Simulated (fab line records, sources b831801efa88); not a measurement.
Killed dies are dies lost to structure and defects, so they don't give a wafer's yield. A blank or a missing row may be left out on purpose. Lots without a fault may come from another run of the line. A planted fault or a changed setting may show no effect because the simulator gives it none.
fab line records | flow sky130
record lots=7 wafers=21 last_day=50
route steps=708 shown FIELD_ISO@1 PAD_OPEN@708
lots that met no fault: from a run of the same line without faults
start_h: hours from the record's first day to the start of the lot's first wafer shown | wait_h: hours since the lot's step before | " the same as in the row above | L1.1+2: a row that stands for several wafers | - no value, or no start given | * or withheld: withheld | < > ~ a bound
route shown NAME@n: a module of which the file shows steps, and the number in the route of the first | usual: mean/standard deviation of fault-free wafers | same: alike in all rows | chamber/n: place in a boat | sites: the reading at each site | _std_site: their standard deviation | _edge_site: outer sites' mean less inner sites' | radius_mm: how far each site lies from the wafer's centre | mask NAME#n: copy n | behind: the tool/chamber that last shaped the wafer | hold: why the lot was held/for how many hours/how that ended | device: the transistor (n, p or np) that didn't switch | end of line: the same wafers' tests at the end of the route | a step without rows: its recipe alone | killed: dies lost to structure and defects at the first sort, not the wafer's yield | map: a wafer's dies, x killed, . not, _ none there
set.NAME: the setting as run; set.NAME@STEP: as run at that earlier step | model.NAME: the simulator's own value behind a step, which no gauge read
lots at some steps of the route; a table a step, a row a wafer
services: from which hour (start_h, from the record's first day; less than 0 if before it) a tool's chamber was out of use, for how many hours, and why
## steps
# step SKY_FIELD_ISO_BOW_MEAS_00
# recipe mode=bow
# usual INCOMING_BOW=0/6.1
# columns lot.wafer tool chamber start_h wait_h INCOMING_BOW[um]
L833.1 film_metro-01 - 25.00 - -5
L833.5 " - " " 6
L833.6 " - " " -2
L836.2 film_metro-04 - 40.02 - -6
L836.5 " - " " -8
L836.6 " - " " -6
L838.1 film_metro-01 - 50.00 - 2
L838.2 " - " " -4
L838.3 " - " " 8
L839.3 film_metro-04 - 55.04 - 3
L839.5 " - " " -1
L839.6 " - " " -2
L840.1 film_metro-04 - 60.00 - 2
L840.3 " - " " -12
L840.4 " - " " -2
L846.1 film_metro-01 - 90.00 - -3
L846.4 " - " " 9
L846.6 " - " " 4
L852.1 film_metro-04 - 120.00 - 4
L852.3 " - " " -13
L852.5 " - " " 5
# step SKY_FIELD_ISO_OXIDATION_01
# recipe temp_c=900 ambient=O2 stabilise_s=600 purge_s=300 target_thk_a=120 ox_time_s=1878
# step SKY_FIELD_ISO_THK_MEAS_02
# recipe reads=SiO2_of_FIELD_ISO_OXIDATION_01
# usual FIELD_ISO_OXIDATION_00_THK=12.28/0.22
# columns lot.wafer tool chamber start_h wait_h FIELD_ISO_OXIDATION_00_THK[nm]
L833.1 film_metro-01 - 27.35 0.0 12.17
L833.5 " - " " 12.36
L833.6 " - " " 12.17
L836.2 film_metro-01 - 41.64 0.0 12.41
L836.5 " - " " 12.50
L836.6 " - " " 12.59
L838.1 film_metro-01 - 51.63 0.0 12.07
L838.2 " - " " 12.11
L838.3 " - " " 12.17
L839.3 film_metro-01 - 56.65 0.0 12.17
L839.5 " - " " 12.25
L839.6 " - " " 12.25
L840.1 film_metro-03 - 62.42 0.0 12.19
L840.3 " - " " 12.26
L840.4 " - " " 12.31
L846.1 film_metro-03 - 91.63 0.0 12.22
L846.4 " - " " 12.21
L846.6 " - " " 12.19
L852.1 film_metro-01 - 121.63 0.0 11.99
L852.3 " - " " 12.14
L852.5 " - " " 12.12
# step SKY_FIELD_ISO_CVD_03
# recipe material=Si3N4 precursor=DCS/NH3 target_thk_nm=165 temp_c=770 time_s=2830 pressure_mtorr=250
# step SKY_FIELD_ISO_THK_MEAS_04
# recipe reads=Si3N4_of_FIELD_ISO_CVD_03
# usual FIELD_ISO_CVD_03_THK=165.2/1.5
# columns lot.wafer tool chamber start_h wait_h FIELD_ISO_CVD_03_THK[nm]
L833.1 film_metro-01 - 29.72 0.0 162.1
L833.5 " - " " 163.3
L833.6 " - " " 163.1
L836.2 film_metro-04 - 46.44 0.0 166.1
L836.5 " - " " 167.0
L836.6 " - " " 167.3
L838.1 film_metro-03 - 54.93 0.0 161.8
L838.2 " - " " 161.0
L838.3 " - " " 161.5
L839.3 film_metro-04 - 59.50 0.0 166.4
L839.5 " - " " 167.3
L839.6 " - " " 168.3
L840.1 film_metro-03 - 64.26 0.0 166.1
L840.3 " - " " 166.6
L840.4 " - " " 165.4
L846.1 film_metro-04 - 94.66 0.0 164.5
L846.4 " - " " 163.9
L846.6 " - " " 166.6
L852.1 film_metro-03 - 123.48 0.0 164.5
L852.3 " - " " 164.3
L852.5 " - " " 164.5
# step SKY_FIELD_ISO_DEHYDRATE_05
# recipe temp_c=200 time_s=60
# step SKY_FIELD_ISO_HMDS_06
# recipe prime_time_s=60 prime_temp_c=120
# step SKY_FIELD_ISO_COAT_07
# recipe resist=BARC temp_c=withheld time_s=withheld spin_rpm=3000 resist_thk_nm=60
# step SKY_FIELD_ISO_COAT_08
# recipe resist=KrF-thick spin_rpm=3000 resist_thk_nm=450
# step SKY_FIELD_ISO_SOFTBAKE_09
# recipe temp_c=100 time_s=90 resist=KrF-thick
# step SKY_FIELD_ISO_EXPOSE_10
# recipe mask_id=FOM na=0.68 source_shape=annular sigma_inner=0.4 sigma_outer=0.8 target_cd_nm=150 dose_mj=28
# usual exposure_dose_mJ_cm2=27.979/0.028 reticle_temp_C=23.01/0.12
# columns lot.wafer tool chamber start_h wait_h mask exposure_dose_mJ_cm2 reticle_temp_C
L833.1 krf_scanner-02 0 37.18 - FOM#0 28.026 23.03
L833.5 " 0 " " FOM#0 28.015 23.08
L833.6 " 0 " " FOM#0 27.982 23.16
L836.2 krf_scanner-01 0 54.74 - FOM#0 28.049 23.02
L836.5 " 0 " " FOM#0 27.968 22.96
L836.6 " 0 " " FOM#0 28.013 22.87
L838.1 krf_scanner-02 0 63.17 - FOM#0 27.933 23.07
L838.2 " 0 " " FOM#0 27.998 23.03
L838.3 " 0 " " FOM#0 27.984 22.96
L839.3 krf_scanner-01 0 67.94 - FOM#0 29.491 23.02
L839.5 " 0 " " FOM#0 29.508 23.13
L839.6 " 0 " " FOM#0 29.486 22.91
L840.1 krf_scanner-01 0 72.97 - FOM#0 29.504 23.18
L840.3 " 0 " " FOM#0 29.490 23.04
L840.4 " 0 " " FOM#0 29.499 23.20
L846.1 krf_scanner-01 0 103.39 - FOM#0 28.962 23.08
L846.4 " 0 " " FOM#0 28.943 23.15
L846.6 " 0 " " FOM#0 28.980 23.09
L852.1 krf_scanner-02 0 133.55 - FOM#0 27.969 23.04
L852.3 " 0 " " FOM#0 27.962 23.12
L852.5 " 0 " " FOM#0 27.964 23.15
# step SKY_FIELD_ISO_PEB_11
# recipe peb_temp_c=withheld peb_time_s=withheld resist=KrF-thick
# step SKY_FIELD_ISO_DEVELOP_12
# recipe develop_time_s=60 resist=KrF-thick dev_temp_c=21
# step SKY_FIELD_ISO_CD_MEAS_13
# recipe target_cd_nm=150
# usual cd_nm=150.2/1.6
# columns lot.wafer tool chamber start_h wait_h cd_nm
L833.1 cd_sem-01 - 45.13 - 151.9
L833.5 " - " " 152.1
L833.6 " - " " 152.3
L836.2 cd_sem-02 - 62.69 - 150.3
L836.5 " - " " 149.3
L836.6 " - " " 152.6
L838.1 cd_sem-02 - 71.38 - 147.8
L838.2 " - " " 149.3
L838.3 " - " " 148.4
L839.3 cd_sem-02 - 75.71 - 140.9
L839.5 " - " " 141.4
L839.6 " - " " 141.6
L840.1 cd_sem-01 - 80.92 - 140.5
L840.3 " - " " 141.5
L840.4 " - " " 142.3
L846.1 cd_sem-01 - 112.28 - 145.8
L846.4 " - " " 144.8
L846.6 " - " " 146.6
L852.1 cd_sem-01 - 143.02 - 148.8
L852.3 " - " " 149.5
L852.5 " - " " 149.8
# step SKY_FIELD_ISO_ETCH_14
# recipe chemistry=N2/H2 target=BARC ion_energy_ev=194.6 source_w=500 bias_w=100 pressure_mtorr=30 n2_flow_sccm=100 h2_flow_sccm=200 stop_on=SiO2 time_s=45.9 target_depth_a=600
# usual drypump_motor_current_A=5.5/0.61 oes_product_au=0.855/0.0047 throttle_valve_pct=13.225/0.0086
# same time_s=45.9
# columns lot.wafer tool chamber start_h wait_h drypump_motor_current_A oes_product_au rf_hours_counter_h throttle_valve_pct model.FIELD_ISO.cd_nm
L833.1 rie_diel-01 3 45.25 0.1 6.8 0.854 141 13.233 151.7
L833.5 " 0 " " 5.4 0.858 - 13.237 152.2
L833.6 " 3 " " 6.8 0.857 - 13.240 152
L836.2 rie_diel-02 1 62.79 0.1 6.0 0.854 80 13.216 149.5
L836.5 " 0 " " 5.5 0.849 - 13.215 148.3
L836.6 " 3 " " 5.0 0.867 - 13.230 151.1
L838.1 rie_diel-03 3 71.50 0.1 5.2 0.852 79 13.228 148.3
L838.2 " 2 " " 5.0 0.856 9 13.227 149.4
L838.3 " 1 " " 4.9 0.853 75 13.241 149.2
L839.3 rie_diel-01 1 75.79 0.1 6.2 0.858 5 13.214 140.2
L839.5 " 1 " " 6.2 0.857 - 13.218 140.8
L839.6 " 2 " " 5.1 0.857 - 13.232 141.9
L840.1 rie_diel-02 2 81.04 0.1 6.3 0.857 33 13.227 141.4
L840.3 " 3 " " 5.0 0.851 151 13.208 140.9
L840.4 " 0 " " 5.5 0.864 7 13.219 142.1
L846.1 rie_diel-03 0 112.40 0.1 5.1 0.857 7 13.224 145.1
L846.4 " 3 " " 5.2 0.850 80 13.228 144.8
L846.6 " 0 " " 5.1 0.848 - 13.221 145.5
L852.1 rie_diel-01 3 143.14 0.1 6.8 0.859 142 13.223 149.1
L852.3 " 1 " " 6.2 0.845 7 13.217 149.2
L852.5 " 0 " " 5.4 0.855 - 13.219 151.1
# step SKY_FIELD_ISO_ETCH_15
# recipe chemistry=CHF3/O2 target_depth_nm=180 stop_on=Si source_w=600 bias_w=200 pressure_mtorr=40 chf3_flow_sccm=50 O2_flow_sccm=5 time_s=72
# usual chf3_flow_sccm=49.98/0.14 drypump_motor_current_A=5.5/0.61 oes_product_au=0.947/0.0065 throttle_valve_pct=8.845/0.0087
# same time_s=72
# columns lot.wafer tool chamber start_h wait_h chf3_flow_sccm drypump_motor_current_A oes_product_au rf_hours_counter_h throttle_valve_pct
L833.1 rie_diel-01 3 45.29 0.0 50.11 6.8 0.940 141 8.836
L833.5 " 0 " " 49.73 5.4 0.946 - 8.848
L833.6 " 3 " " 49.95 6.8 0.932 - 8.854
L836.2 rie_diel-02 1 62.83 0.0 49.83 6.0 0.950 80 8.847
L836.5 " 0 " " 50.06 5.6 0.954 - 8.848
L836.6 " 3 " " 50.01 5.0 0.957 - 8.859
L838.1 rie_diel-03 3 71.54 0.0 50.08 5.2 0.934 79 8.852
L838.2 " 2 " " 50.02 5.0 0.930 9 8.838
L838.3 " 1 " " 50.05 4.8 0.932 75 8.844
L839.3 rie_diel-01 1 75.83 0.0 50.00 6.2 0.959 5 8.844
L839.5 " 1 " " 50.12 6.2 0.957 - 8.839
L839.6 " 2 " " 49.80 5.1 0.962 - 8.860
L840.1 rie_diel-02 2 81.08 0.0 50.10 6.3 0.947 33 8.849
L840.3 " 3 " " 49.95 5.0 0.950 151 8.858
L840.4 " 0 " " 49.88 5.6 0.945 7 8.845
L846.1 rie_diel-03 0 112.44 0.0 50.10 5.1 0.950 7 8.850
L846.4 " 3 " " 49.63 5.2 0.939 80 8.820
L846.6 " 0 " " 50.03 5.1 0.954 - 8.838
L852.1 rie_diel-01 3 143.18 0.0 49.97 6.8 0.944 142 8.854
L852.3 " 1 " " 50.05 6.2 0.944 7 8.847
L852.5 " 0 " " 49.80 5.4 0.939 - 8.845
# step SKY_FIELD_ISO_STRIP_16
# recipe chemistry=O2/N2 power_w=1400 pressure_mtorr=1500 platen_temp_c=withheld o2_flow_sccm=3000 n2_flow_sccm=300 overash_fraction=0.5
# usual drypump_motor_current_A=6.11/0.21 oes_product_au=0.379/0.0044 strip_time_to_endpoint_s=3.56/0.03
# same overash_fraction=0.5
# columns lot.wafer tool chamber start_h wait_h drypump_motor_current_A oes_product_au rf_hours_counter_h strip_time_to_endpoint_s
L833.1 plasma_asher-01 1 45.35 0.0 6.37 0.382 35 3.60
L833.5 " 0 " " 6.04 0.377 - 3.54
L833.6 " 1 " " 6.38 0.374 - 3.58
L836.2 plasma_asher-01 1 62.89 0.0 6.37 0.378 37 3.51
L836.5 " 0 " " 6.05 0.377 - 3.54
L836.6 " 1 " " 6.38 0.380 - 3.60
L838.1 plasma_asher-03 1 71.60 0.0 6.30 0.380 27 3.57
L838.2 " 0 " " 6.21 0.377 27 3.58
L838.3 " 1 " " 6.28 0.375 - 3.58
L839.3 plasma_asher-03 0 75.92 0.1 6.18 0.373 - 3.53
L839.5 " 0 " " 6.21 0.383 - 3.54
L839.6 " 1 " " 6.30 0.378 - 3.53
L840.1 plasma_asher-03 0 81.14 0.0 6.20 0.385 28 3.59
L840.3 " 1 " " 6.28 0.379 - 3.57
L840.4 " 0 " " 6.16 0.381 - 3.54
L846.1 plasma_asher-03 1 112.50 0.0 6.27 0.385 31 3.57
L846.4 " 0 " " 6.17 0.378 - 3.59
L846.6 " 1 " " 6.26 0.376 - 3.58
L852.1 plasma_asher-01 1 143.24 0.0 6.33 0.376 2 3.59
L852.3 " 1 " " 6.36 0.374 - 3.59
L852.5 " 1 " " 6.37 0.377 - 3.54
# step SKY_FIELD_ISO_ETCH_17
# recipe target_depth_a=3420 mask_material=Si3N4 chemistry=HBr/Cl2/O2 target=Si taper_deg=5 icp_w=600 bias_w=150 pressure_mtorr=15 HBr_flow_sccm=150 Cl2_flow_sccm=40 O2_flow_sccm=6 time_s=97.7
# usual drypump_motor_current_A=6.10/0.22 oes_product_au=1.006/0.0089 throttle_valve_pct=25.652/0.011
# same time_s=97.7
# columns lot.wafer tool chamber start_h wait_h drypump_motor_current_A oes_product_au rf_hours_counter_h throttle_valve_pct model.FIELD_ISO.cd_nm
L833.1 rie_si-02 3 45.45 0.1 5.96 1.005 12 25.669 151.2
L833.5 " 2 " " 5.95 1.010 - 25.647 154.1
L833.6 " 1 " " 5.96 1.017 - 25.643 149.8
L836.2 rie_si-01 3 62.99 0.1 6.38 0.999 91 25.655 149.1
L836.5 " 3 " " 6.37 1.008 - 25.635 149.7
L836.6 " 2 " " 6.18 0.998 - 25.649 152.2
L838.1 rie_si-02 3 71.70 0.1 5.95 0.993 12 25.661 147.4
L838.2 " 0 " " 6.06 1.004 64 25.673 149.4
L838.3 " 2 " " 5.93 1.002 2 25.661 150.3
L839.3 rie_si-02 1 75.99 0.0 5.94 1.022 5 25.655 142.2
L839.5 " 2 " " 5.93 1.005 - 25.649 143.6
L839.6 " 3 " " 5.97 1.000 - 25.650 142.5
L840.1 rie_si-01 0 81.24 0.1 5.93 1.002 49 25.670 140.1
L840.3 " 1 " " 6.65 0.993 18 25.677 141.2
L840.4 " 2 " " 6.14 1.002 1 25.648 143.3
L846.1 rie_si-02 3 112.60 0.1 5.92 0.993 12 25.652 144
L846.4 " 1 " " 5.96 1.019 6 25.648 144.5
L846.6 " 1 " " 5.98 1.020 - 25.647 143.5
L852.1 rie_si-02 3 143.34 0.1 5.94 1.000 13 25.650 147.1
L852.3 " 0 " " 6.07 1.008 65 25.656 150.5
L852.5 " 3 " " 5.96 0.996 - 25.651 151.4
# step SKY_FIELD_ISO_WET_ETCH_18
# recipe chemistry=H3PO4 target_depth_nm=25 temp_c=160 target=Si3N4 time_s=286
# step SKY_PAD_OPEN_PROBE_99
# usual killed_at_M0_to_M3=44/7.1 killed_at_M4_up=3.3/1.8 killed_at_contacts=23/5.5 killed_at_front_end=15/4.5 killed_at_other=0.2/0.48 killed_dies=85/8.4 killed_open=46/6.6 killed_short=39/6.1
# same gross_dies=492 killed_at_back_side=0
# columns lot.wafer tool chamber start_h wait_h killed_at_M0_to_M3 killed_at_M4_up killed_at_contacts killed_at_front_end killed_at_other killed_dies killed_open killed_short model.etest.pfet_g5v0d10v5.r_on_ohm_um model.etest.res_pdiff.line_ohm_um model.etest.res_ndiff.line_ohm_um model.etest.sram_nfet_pass.drive_ua_um model.etest.sram_pfet_latch.drive_ua_um model.etest.res_pdiff.width_nm model.etest.res_ndiff.width_nm
L833.1 prober-02 - 1093.60 0.1 37 4 23 12 0 76 42 34 4797 1360 765.8 465.5 141 145.4 158.3
L833.5 prober-02 - 1093.80 0.2 41 0 30 12 0 83 42 41 4693 1345 755.7 511.2 146 148.8 161.2
L833.6 prober-02 - 1093.85 0.2 33 4 26 13 0 76 40 36 4781 1393 784.9 480.8 139.3 144 156.6
L836.2 prober-02 - 1112.58 0.1 35 5 30 13 0 83 50 33 4645 1389 761.2 448.5 132.2 142.9 156.3
L836.5 prober-02 - 1112.73 0.2 42 5 29 10 0 86 50 36 4698 1398 769.5 475 132 143.6 155.9
L836.6 prober-02 - 1112.78 0.2 40 5 18 15 0 78 48 30 4632 1363 761.8 476.3 142.8 145.6 158.1
L838.1 prober-01 - 1124.27 0.1 45 1 30 10 0 86 49 37 4798 1400 789.8 486.9 142.7 141.7 154.2
L838.2 prober-01 - 1124.32 0.1 35 3 26 8 0 72 44 28 4730 1359 770.2 486.3 146.9 143.6 156
L838.3 prober-01 - 1124.37 0.2 41 8 17 22 0 88 50 38 4740 1365 771 511.2 150.4 143.6 157.3
L839.3 prober-02 - 1129.92 0.2 41 2 25 15 0 83 50 33 4887 1411 800.8 455.1 139.6 136.8 148.9
L839.5 prober-02 - 1130.02 0.2 35 3 24 22 0 84 48 36 4822 1417 801.6 450.2 137.6 137.8 151.1
L839.6 prober-02 - 1130.07 0.2 35 3 23 15 0 76 46 30 4914 1422 812.8 448.1 137.2 136 149.7
L840.1 prober-01 - 1134.54 0.1 39 2 18 25 1 85 36 49 4760 1468 813 474.8 145.7 134.6 146.6
L840.3 prober-01 - 1134.64 0.2 46 4 24 11 0 85 51 34 4844 1441 805.7 465.1 136.4 135 148
L840.4 prober-01 - 1134.69 0.2 46 3 21 14 0 84 48 36 4765 1420 802.4 468.3 139.3 137.8 150.2
L846.1 prober-02 - 1177.69 0.1 53 2 21 13 1 90 41 49 4778 1423 792.4 470.8 140.9 138.4 151.6
L846.4 prober-02 - 1177.84 0.2 51 2 20 12 0 85 42 42 4806 1400 795.2 460.7 132.5 138.5 151.5
L846.6 prober-02 - 1177.94 0.2 32 3 17 16 0 68 38 28 4859 1425 800.1 439.1 133.7 137.9 150.3
L852.1 prober-02 - 1191.62 0.1 38 3 13 16 0 70 37 31 4779 1404 788.4 487.5 148.4 141.3 153.4
L852.3 prober-02 - 1191.72 0.2 39 1 16 12 0 68 40 28 4739 1387 780 480.4 145.9 144.6 155.7
L852.5 prober-02 - 1191.82 0.2 35 4 26 19 0 84 44 38 4706 1342 764.4 487.4 150.3 145.8 157.9
# killed by level:class
L833.1 CONTACT:geometric_particle:open=10 VIA1:geometric_particle:open=6 LI_CONTACT:geometric_particle:open=5 METAL2:geometric_particle:short=5 VIA2:geometric_particle:open=5 VIA3:geometric_particle:open=5 POLY_GATE:geometric_particle:open=4 METAL3:geometric_particle:short=4
L833.5 VIA1:geometric_particle:open=10 LI_CONTACT:geometric_particle:open=9 CONTACT:geometric_particle:open=7 METAL1:geometric_particle:short=7 VIA1:geometric_particle:short=6 VIA3:geometric_particle:open=6 LI_CONTACT:geometric_particle:short=4 LOCAL_INTERCONNECT:geometric_particle:short=4
L833.6 CONTACT:geometric_particle:open=11 VIA3:geometric_particle:open=7 VIA1:geometric_particle:open=6 FIELD_ISO:geometric_particle:short=5 CONTACT:geometric_particle:short=5 METAL2:geometric_particle:short=5 LI_CONTACT:geometric_particle:open=4 FIELD_ISO:geometric_particle:open=3
L836.2 VIA1:geometric_particle:open=12 CONTACT:geometric_particle:open=12 LI_CONTACT:geometric_particle:open=6 LOCAL_INTERCONNECT:geometric_particle:short=6 VIA2:geometric_particle:open=5 METAL2:geometric_particle:short=5 FIELD_ISO:geometric_particle:open=4 VIA1:geometric_particle:short=4
L836.5 LI_CONTACT:geometric_particle:open=10 VIA1:geometric_particle:open=9 LOCAL_INTERCONNECT:geometric_particle:short=8 CONTACT:geometric_particle:open=7 VIA2:geometric_particle:open=6 METAL1:geometric_particle:short=4 VIA1:geometric_particle:short=4 VIA3:geometric_particle:open=4
L836.6 CONTACT:geometric_particle:open=8 VIA1:geometric_particle:open=8 VIA3:geometric_particle:open=7 FIELD_ISO:geometric_particle:open=6 VIA1:geometric_particle:short=6 VIA2:geometric_particle:open=5 LOCAL_INTERCONNECT:geometric_particle:short=4 FIELD_ISO:geometric_particle:short=3
L838.1 CONTACT:geometric_particle:open=10 VIA1:geometric_particle:open=8 LI_CONTACT:geometric_particle:open=7 METAL1:geometric_particle:short=6 VIA3:geometric_particle:short=6 LOCAL_INTERCONNECT:geometric_particle:short=5 VIA3:geometric_particle:open=5 FIELD_ISO:geometric_particle:open=4
L838.2 VIA1:geometric_particle:open=8 LOCAL_INTERCONNECT:geometric_particle:short=6 CONTACT:geometric_particle:open=6 VIA2:geometric_particle:open=6 VIA3:geometric_particle:open=5 LI_CONTACT:geometric_particle:open=5 METAL2:geometric_particle:short=5 LOCAL_INTERCONNECT:geometric_particle:open=4
L838.3 VIA1:geometric_particle:open=10 CONTACT:geometric_particle:open=9 VIA2:geometric_particle:open=7 FIELD_ISO:geometric_particle:open=6 FIELD_ISO:geometric_particle:short=6 METAL1:geometric_particle:short=5 METAL2:geometric_particle:short=5 METAL4:geometric_particle:short=5
L839.3 CONTACT:geometric_particle:open=10 LI_CONTACT:geometric_particle:open=7 VIA2:geometric_particle:open=7 VIA1:geometric_particle:open=6 METAL2:geometric_particle:short=6 METAL1:geometric_particle:short=5 VIA3:geometric_particle:open=5 FIELD_ISO:geometric_particle:short=4
L839.5 POLY_GATE:geometric_particle:open=8 VIA1:geometric_particle:open=8 CONTACT:geometric_particle:open=8 VIA3:geometric_particle:open=7 LI_CONTACT:geometric_particle:open=6 LOCAL_INTERCONNECT:geometric_particle:short=5 VIA3:geometric_particle:short=4 SPACER:geometric_particle:short=4
L839.6 CONTACT:geometric_particle:open=10 VIA1:geometric_particle:open=8 VIA1:geometric_particle:short=7 LI_CONTACT:geometric_particle:open=6 LOCAL_INTERCONNECT:geometric_particle:short=5 POLY_GATE:geometric_particle:open=4 SPACER:geometric_particle:open=4 METAL1:geometric_particle:short=4
L840.1 METAL1:geometric_particle:short=8 FIELD_ISO:geometric_particle:open=7 FIELD_ISO:geometric_particle:short=7 VIA3:geometric_particle:open=7 LI_CONTACT:geometric_particle:open=6 LOCAL_INTERCONNECT:geometric_particle:short=6 POLY_GATE:geometric_particle:open=5 POLY_GATE:geometric_particle:short=5
L840.3 VIA1:geometric_particle:open=11 LI_CONTACT:geometric_particle:open=9 VIA3:geometric_particle:open=8 METAL1:geometric_particle:short=7 CONTACT:geometric_particle:short=6 VIA2:geometric_particle:open=6 POLY_GATE:geometric_particle:open=5 CONTACT:geometric_particle:open=5
L840.4 CONTACT:geometric_particle:open=8 VIA1:geometric_particle:open=8 VIA2:geometric_particle:open=8 METAL1:geometric_particle:short=5 VIA3:geometric_particle:open=5 POLY_GATE:geometric_particle:open=4 LI_CONTACT:geometric_particle:open=4 CONTACT:geometric_particle:short=4
L846.1 METAL1:geometric_particle:short=10 VIA1:geometric_particle:open=8 CONTACT:geometric_particle:open=7 VIA1:geometric_particle:short=7 METAL2:geometric_particle:short=7 VIA2:geometric_particle:open=6 VIA3:geometric_particle:open=5 LOCAL_INTERCONNECT:geometric_particle:short=4
L846.4 VIA3:geometric_particle:open=12 METAL1:geometric_particle:short=9 CONTACT:geometric_particle:open=8 METAL2:geometric_particle:short=7 POLY_GATE:geometric_particle:short=5 VIA1:geometric_particle:open=5 LI_CONTACT:geometric_particle:open=4 LOCAL_INTERCONNECT:geometric_particle:short=4
L846.6 VIA1:geometric_particle:open=8 LI_CONTACT:geometric_particle:open=6 METAL3:geometric_particle:short=5 VIA2:geometric_particle:open=5 POLY_GATE:geometric_particle:open=4 METAL2:geometric_particle:short=4 FIELD_ISO:geometric_particle:short=3 LOCAL_INTERCONNECT:geometric_particle:open=3
L852.1 VIA1:geometric_particle:open=14 POLY_GATE:geometric_particle:open=5 CONTACT:geometric_particle:open=5 METAL2:geometric_particle:short=5 POLY_GATE:geometric_particle:short=4 METAL3:geometric_particle:short=4 VIA3:geometric_particle:open=4 LI_CONTACT:geometric_particle:open=3
L852.3 VIA1:geometric_particle:open=11 FIELD_ISO:geometric_particle:open=6 VIA1:geometric_particle:short=6 VIA3:geometric_particle:open=6 LI_CONTACT:geometric_particle:open=5 FIELD_ISO:geometric_particle:short=4 CONTACT:geometric_particle:open=4 METAL2:geometric_particle:short=4
L852.5 LI_CONTACT:geometric_particle:open=9 CONTACT:geometric_particle:open=8 VIA3:geometric_particle:open=7 FIELD_ISO:geometric_particle:short=4 POLY_GATE:geometric_particle:open=4 LOCAL_INTERCONNECT:geometric_particle:short=4 METAL1:geometric_particle:short=4 VIA3:geometric_particle:short=4
## services
# columns tool chamber start_h hours kind
plasma_asher-01 - 21.38 1.4 repair
krf_scanner-01 - 25.55 0.8 pm
krf_scanner-02 - 26.48 1.0 pm
rie_diel-03 2 37.08 7.6 repair
rie_diel-02 2 38.83 11.1 repair
rie_si-02 3 40.00 1.3 repair
krf_scanner-01 - 41.52 1.3 pm
rie_si-02 - 42.41 2.8 pm
rie_diel-03 0 47.68 6.7 repair
plasma_asher-03 - 49.79 0.7 repair
rie_diel-03 3 58.76 5.4 repair
rie_diel-03 0 58.87 7.1 repair
krf_scanner-02 - 67.86 0.8 pm
plasma_asher-03 - 105.21 3.5 repair
plasma_asher-01 - 108.78 9.0 pm
plasma_asher-01 - 114.84 5.5 repair
rie_si-01 3 116.99 2.0 repair
rie_diel-02 2 118.84 8.6 repair
rie_si-01 - 119.22 0.5 repair
krf_scanner-02 - 125.30 7.2 pm
krf_scanner-01 - 132.57 1.0 pm
plasma_asher-03 - 134.10 2.8 pm
krf_scanner-02 - 137.99 0.2 repair
rie_diel-03 2 140.54 5.0 repair
## key
first_sign step=SKY_FIELD_ISO_EXPOSE_10 reading=exposure_dose_mJ_cm2 direction=up sigmas=49 usual=* struck=*
effect step=SKY_FIELD_ISO_CD_MEAS_13 reading=cd_nm direction=down sigmas=4.6 usual=150.2 struck=142.8 through=control_loop
model_effect step=SKY_FIELD_ISO_ETCH_14 value=FIELD_ISO.cd_nm without=151.5 struck=142.5
model_effect step=SKY_FIELD_ISO_ETCH_17 value=FIELD_ISO.cd_nm without=151.8 struck=142.8
model_effect step=SKY_PAD_OPEN_PROBE_99 value=etest.pfet_g5v0d10v5.r_on_ohm_um without=4724 struck=4826
met_at SKY_FIELD_ISO_EXPOSE_10
struck_wafers L839.3,L839.5,L839.6,L840.1,L840.3,L840.4,L846.1,L846.4,L846.6
tester_left_out L839,L840,L846
loop_trim step=SKY_FIELD_ISO_EXPOSE_10 setting=dose lots=L846
onset_between 54.74 67.94
fault kind=process_parameter_drift tool=krf_scanner-01 chamber=- onset_h=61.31 steps=SKY_FIELD_ISO_EXPOSE_10 channel=dose_mj offset=1.5185 shape=step acts_in=these_recipes_only stated=28
# tester_left_out: of these lots the tester's yield and bins aren't shown, on N5 and GAA mostly nor the transistor test; their killed dies are dies lost to structure and defects alone, not to doping, threshold or leakage, so they don't give the yield
# loop_trim: a control loop set the setting to another value than it would have without faults
